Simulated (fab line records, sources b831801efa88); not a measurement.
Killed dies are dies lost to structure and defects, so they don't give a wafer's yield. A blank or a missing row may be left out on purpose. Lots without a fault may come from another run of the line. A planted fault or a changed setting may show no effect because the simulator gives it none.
Which tool did it? | flow sky130 | 12 lots, 36 wafers sampled, at 4 steps of a route of 708

WHAT THE GAUGES READ, wafer by wafer
The record holds no reading of a measuring or inspecting step that can be judged against a usual standard deviation.

WHICH TOOL RAN EACH LOT (tool, then ch and the chambers of the sampled wafers, then the start)
lot  | SKY_SONOS_ONO_STRIP_17               | SKY_LDD_HVN_EXPOSE_04               | SKY_POLY_CUT_ETCH_10               | SKY_SD_P_STRIP_10
L463 | plasma_asher-04 ch 0,1, day 13 12:26 | iline_stepper-02 ch 0, day 20 16:13 | rie_diel-03 ch 0,1,2, day 25 03:54 | plasma_asher-02 ch 0,1, day 26 09:17
L465 | plasma_asher-03 ch 0,1, day 13 20:53 | iline_stepper-02 ch 0, day 20 23:57 | rie_diel-02 ch 1,2,3, day 25 09:20 | plasma_asher-02 ch 0,1, day 26 14:11
L464 | plasma_asher-04 ch 0,1, day 13 21:23 | iline_stepper-01 ch 0, day 21 04:13 | rie_diel-02 ch 0,1, day 25 15:05   | plasma_asher-04 ch 0,1, day 26 20:22
L466 | plasma_asher-04 ch 0,1, day 14 11:33 | iline_stepper-02 ch 0, day 21 17:46 | rie_diel-03 ch 1,2,3, day 26 04:10 | plasma_asher-04 ch 0,1, day 27 09:41
L467 | plasma_asher-01 ch 0,1, day 14 23:53 | iline_stepper-02 ch 0, day 22 07:29 | rie_diel-03 ch 0,1,3, day 26 17:05 | plasma_asher-04 ch 0,1, day 27 22:19
L472 | plasma_asher-03 ch 0,1, day 16 16:02 | iline_stepper-02 ch 0, day 24 01:37 | rie_diel-03 ch 0,3, day 28 09:32   | plasma_asher-04 ch 0,1, day 29 13:56
L473 | plasma_asher-01 ch 0,1, day 16 19:47 | iline_stepper-02 ch 0, day 24 06:05 | rie_diel-01 ch 0,3, day 28 11:54   | plasma_asher-02 ch 0,1, day 29 16:26
L478 | plasma_asher-04 ch 0,1, day 18 14:24 | iline_stepper-02 ch 0, day 25 22:26 | rie_diel-03 ch 0,1,2, day 30 05:09 | plasma_asher-01 ch 0,1, day 31 08:28
L479 | plasma_asher-04 ch 0,1, day 18 20:57 | iline_stepper-01 ch 0, day 26 05:53 | rie_diel-03 ch 1,2, day 30 11:16   | plasma_asher-04 ch 0,1, day 31 15:38
L480 | plasma_asher-04 ch 0,1, day 19 06:59 | iline_stepper-01 ch 0, day 26 16:00 | rie_diel-03 ch 0,1,2, day 31 00:59 | plasma_asher-01 ch 0,1, day 32 05:35
L482 | plasma_asher-03 ch 0,1, day 20 02:32 | iline_stepper-02 ch 0, day 27 07:22 | rie_diel-02 ch 0,1, day 31 10:34   | plasma_asher-01 ch 0,1, day 32 14:06
L481 | plasma_asher-04 ch 0,1, day 20 03:54 | iline_stepper-02 ch 0, day 27 09:08 | rie_diel-01 ch 0,1,3, day 31 14:38 | plasma_asher-04 ch 0,1, day 32 18:18
- SKY_SONOS_ONO_STRIP_17: strips in O2/N2.
- SKY_LDD_HVN_EXPOSE_04: exposes mask HVNTM, target cd 700 nm.
- SKY_POLY_CUT_ETCH_10: etches BARC in N2/H2, stops on SiO2, time 45.9 s, target depth 60 nm.
- SKY_SD_P_STRIP_10: strips in O2/N2.

WHAT THE TOOLS THEMSELVES READ (means of the sampled wafers that have a number; where no wafer has one, the mark that the record gives instead)
SKY_SONOS_ONO_STRIP_17.
lot  | tool            | drypump_motor_current_A (A) | oes_product_au (a.u.) | strip_time_to_endpoint_s (s)
L463 | plasma_asher-04 | 5.2                         | 0.713                 | 14.08
L465 | plasma_asher-03 | 5.8                         | 0.707                 | 14.08
L464 | plasma_asher-04 | 5.2                         | 0.711                 | 14.09
L466 | plasma_asher-04 | 5.1                         | 0.707                 | 14.15
L467 | plasma_asher-01 | 5.8                         | 0.708                 | 14.12
L472 | plasma_asher-03 | 5.8                         | 0.711                 | 14.04
L473 | plasma_asher-01 | 5.8                         | 0.708                 | 14.06
L478 | plasma_asher-04 | 5.2                         | 0.713                 | 14.07
L479 | plasma_asher-04 | 5.1                         | 0.711                 | 14.04
L480 | plasma_asher-04 | 5.2                         | 0.711                 | 14.05
L482 | plasma_asher-03 | 5.8                         | 0.712                 | 14.08
L481 | plasma_asher-04 | 5.1                         | 0.710                 | 14.06

SKY_LDD_HVN_EXPOSE_04.
lot  | tool             | stage_vel_mm_s (mm/s)
L463 | iline_stepper-02 | 500.21
L465 | iline_stepper-02 | 500.44
L464 | iline_stepper-01 | 499.97
L466 | iline_stepper-02 | 500.14
L467 | iline_stepper-02 | 499.68
L472 | iline_stepper-02 | 499.99
L473 | iline_stepper-02 | 499.62
L478 | iline_stepper-02 | 500.09
L479 | iline_stepper-01 | 499.98
L480 | iline_stepper-01 | 499.80
L482 | iline_stepper-02 | 500.20
L481 | iline_stepper-02 | 499.97

SKY_POLY_CUT_ETCH_10.
lot  | tool        | bias_w (W) | drypump_motor_current_A (A) | oes_product_au (a.u.) | throttle_valve_pct (%)
L463 | rie_diel-03 | 100.07     | 5.9                         | 0.851                 | 13.225
L465 | rie_diel-02 | 99.99      | 5.9                         | 0.850                 | 13.220
L464 | rie_diel-02 | 99.82      | 5.6                         | 0.853                 | 13.226
L466 | rie_diel-03 | 99.65      | 5.7                         | 0.856                 | 13.223
L467 | rie_diel-03 | 99.89      | 5.4                         | 0.856                 | 13.221
L472 | rie_diel-03 | 99.89      | 5.3                         | 0.854                 | 13.222
L473 | rie_diel-01 | 99.99      | 6.1                         | 0.853                 | 13.227
L478 | rie_diel-03 | 99.80      | 6.0                         | 0.854                 | 13.220
L479 | rie_diel-03 | 100.33     | 6.2                         | 0.850                 | 13.227
L480 | rie_diel-03 | 100.15     | 6.0                         | 0.860                 | 13.220
L482 | rie_diel-02 | 100.08     | 5.3                         | 0.858                 | 13.216
L481 | rie_diel-01 | 99.97      | 5.9                         | 0.846                 | 13.215

SKY_SD_P_STRIP_10.
lot  | tool            | drypump_motor_current_A (A) | oes_product_au (a.u.) | strip_time_to_endpoint_s (s)
L463 | plasma_asher-02 | 5.6                         | 0.617                 | 17.51
L465 | plasma_asher-02 | 5.7                         | 0.615                 | 17.46
L464 | plasma_asher-04 | 5.1                         | 0.618                 | 17.54
L466 | plasma_asher-04 | 5.2                         | 0.621                 | 17.51
L467 | plasma_asher-04 | 5.2                         | 0.618                 | 17.51
L472 | plasma_asher-04 | 5.1                         | 0.618                 | 17.54
L473 | plasma_asher-02 | 5.7                         | 0.621                 | 17.49
L478 | plasma_asher-01 | 5.6                         | 0.618                 | 17.46
L479 | plasma_asher-04 | 5.2                         | 0.618                 | 17.50
L480 | plasma_asher-01 | 5.6                         | 0.614                 | 17.42
L482 | plasma_asher-01 | 5.7                         | 0.615                 | 17.45
L481 | plasma_asher-04 | 5.1                         | 0.619                 | 17.53

THE ANSWER, worked out from the rows above alone
Rule: what is usual is taken from the lots themselves. Put in order of their means at a reading, lots are off if they are a third of the lots or fewer, leave a main group of 4 or more, and stand apart from it by a gap of 3 or more times the standard deviation of the main group's means; of several such gaps the widest counts. A main group whose means are all the same, to the digits that the tables above print for the reading, isn't used. A lot without any number at a reading at which 4 lots or more have one is off too. The other lots that the step has rows for count as sound. The gauges are gone through in route order, then the tools' own readings, and for those a lot's mean is taken as printed above. The first step at which some lot is off is used, and at that step the reading that is off furthest; a lot without a number counts as furthest.
No lot is off at any reading shown: from this, nothing can be told.

WHAT THE SIMULATOR HAD PUT IN
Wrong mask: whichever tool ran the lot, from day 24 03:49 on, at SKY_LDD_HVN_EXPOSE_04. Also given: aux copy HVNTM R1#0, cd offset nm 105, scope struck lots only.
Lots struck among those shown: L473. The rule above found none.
